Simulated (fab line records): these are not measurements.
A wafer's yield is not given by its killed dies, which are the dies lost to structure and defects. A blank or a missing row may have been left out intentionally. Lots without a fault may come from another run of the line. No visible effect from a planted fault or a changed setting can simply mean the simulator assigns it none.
Struck lot and sound lot, side by side -- flow sky130 -- 22 out of 708 route steps
Sound: these wafers, L419.1, L419.2, L419.4. The struck wafers were L428.2, L428.4, L428.6. At the end, the cause is stated.
Per side, at each step with rows, come the tool, then ch with its chambers, and then its first start. Under that, the readings that differ: sound wafers -- struck wafers -- difference of the means -- sigmas: that difference in standard deviations of wafers without a fault.
alike: readings whose means differ by less than 2 such deviations, and words and numbers that are the same on both sides. not compared: withheld readings, readings that some wafer has no value for, bounds like >300 that may hide the same value, and numbers for which the record gives no deviation and whose values overlap.
The two part at a step that has a row with sigmas, a row that says differs or no value, or rows on one side only. Non-overlapping numbers with no deviation appear without sigmas and do not part them. A reading that every wafer of one side lacks parts them only if that side has two wafers or more.

first, 5 steps without rows for these wafers: SKY_VT_ADJUST_HVTR_COAT_02 (resist thk 1140 nm); SKY_VT_ADJUST_HVTR_SOFTBAKE_03 (time 60 s); SKY_VT_ADJUST_HVTR_EXPOSE_04 (exposes mask HVTRM, target cd 380 nm); SKY_VT_ADJUST_HVTR_PEB_05; SKY_VT_ADJUST_HVTR_DEVELOP_06 (develop time 60 s).
SKY_VT_ADJUST_HVTR_CD_MEAS_07 targets a cd of 380 nm.
  struck on cd-sem-01, day 13 04:59; sound on cd-sem-02, day 10 10:58
reading,sound,struck,difference,sigmas
cd-nm (nm),375.8 375.6 373.3,379.8 380.5 382.0,+5.9,+2
SKY_VT_ADJUST_HVTR_OVL_MEAS_08:
  struck on overlay-02, day 13 05:05; sound on overlay-02, day 10 11:05
  alike: VT_ADJUST_HVTR_OVL
after that, 1 step had no rows for these wafers: SKY_VT_ADJUST_HVTR_IMPLANT_09.
SKY_VT_ADJUST_HVTR_STRIP_10: strips in O2/N2.
  sound on plasma-asher-03 ch 0,1, day 10 11:16; struck on plasma-asher-04 ch 0,1, day 13 05:16
  alike: drypump-motor-current-A, oes-product-au, strip-time-to-endpoint-s
  not compared: rf-hours-counter-h
SKY_VT_ADJUST_HVTR_TW_MEAS_11:
  struck on film-metro-04, day 13 05:23; sound on film-metro-03, day 10 11:22
  alike: VT_ADJUST_HVTR_TW
then, 2 steps without rows for these wafers: SKY_VT_ADJUST_PCH_DEHYDRATE_00 (time 60 s); SKY_VT_ADJUST_PCH_HMDS_01 (prime time 60 s).
SKY_VT_ADJUST_PCH_COAT_02: resist thk 3000 nm.
  sound on litho-track-02 ch 0, day 10 22:40; struck on litho-track-04 ch 0, day 13 17:17
reading,sound,struck,difference,sigmas
spin-speed-rpm (rpm),1999.2 2000.1 1998.2,2329.0 2328.6 2331.1,+330.4,+99 or more
model.coat_of_VT_ADJUST_PCH_COAT_02.thk-nm (nm),2997 2988 2995,2796 2790 2790,-201,
  alike: exhaust-pa
then, 3 steps without rows for these wafers: SKY_VT_ADJUST_PCH_SOFTBAKE_03; SKY_VT_ADJUST_PCH_EXPOSE_04 (exposes mask NWM, target cd 840 nm); SKY_VT_ADJUST_PCH_PEB_05.
SKY_VT_ADJUST_PCH_DEVELOP_06: develop time 60 s.
  sound: litho-track-04 ch 0; struck: litho-track-02 ch 0
reading,sound,struck,difference,sigmas
model.coat_of_VT_ADJUST_PCH_COAT_02.thk-nm (nm),2992 2984 2990,2792 2786 2786,-201,
  alike: exhaust-pa
SKY_VT_ADJUST_PCH_OVL_MEAS_07:
  struck on overlay-02, day 14 06:43; sound on overlay-02, day 11 11:06
  alike: VT_ADJUST_PCH_OVL
after that, 1 step had no rows for these wafers: SKY_VT_ADJUST_PCH_IMPLANT_08.
SKY_VT_ADJUST_PCH_STRIP_09: strips in O2/N2.
  sound on plasma-asher-02 ch 0,1, day 11 11:17; struck on plasma-asher-04 ch 0,1, day 14 06:54
reading,sound,struck,difference,sigmas
strip-time-to-endpoint-s (s),36.88 36.78 36.84,34.58 34.50 34.53,-2.30,-23
  alike: drypump-motor-current-A, oes-product-au
  not compared: rf-hours-counter-h
SKY_VT_ADJUST_PCH_TW_MEAS_10:
  struck on film-metro-03, day 14 07:01; sound on film-metro-03, day 11 11:23
  alike: VT_ADJUST_PCH_TW
-- record jumps: 35 days separate the struck wafers' starts on either side; left off in module VT_ADJUST_PCH, taken up again in module PAD_OPEN, whose first shown step is the route's number 708 --
SKY_PAD_OPEN_PROBE_99:
  struck on prober-01, day 49 02:32; sound on prober-02, day 46 18:41
  alike: killed_at_M0_to_M3, killed_at_M4_up, killed-at-contacts, killed-at-front-end, killed-at-other, killed-dies, killed-open, killed-short

== WHERE THEY PART ==
Last at SKY_VT_ADJUST_PCH_STRIP_09 as far as this record goes, first at SKY_VT_ADJUST_HVTR_CD_MEAS_07. Later steps at which nothing parts them and some readings are alike: SKY_VT_ADJUST_PCH_TW_MEAS_10, SKY_PAD_OPEN_PROBE_99.

WHY: what the simulator had put in
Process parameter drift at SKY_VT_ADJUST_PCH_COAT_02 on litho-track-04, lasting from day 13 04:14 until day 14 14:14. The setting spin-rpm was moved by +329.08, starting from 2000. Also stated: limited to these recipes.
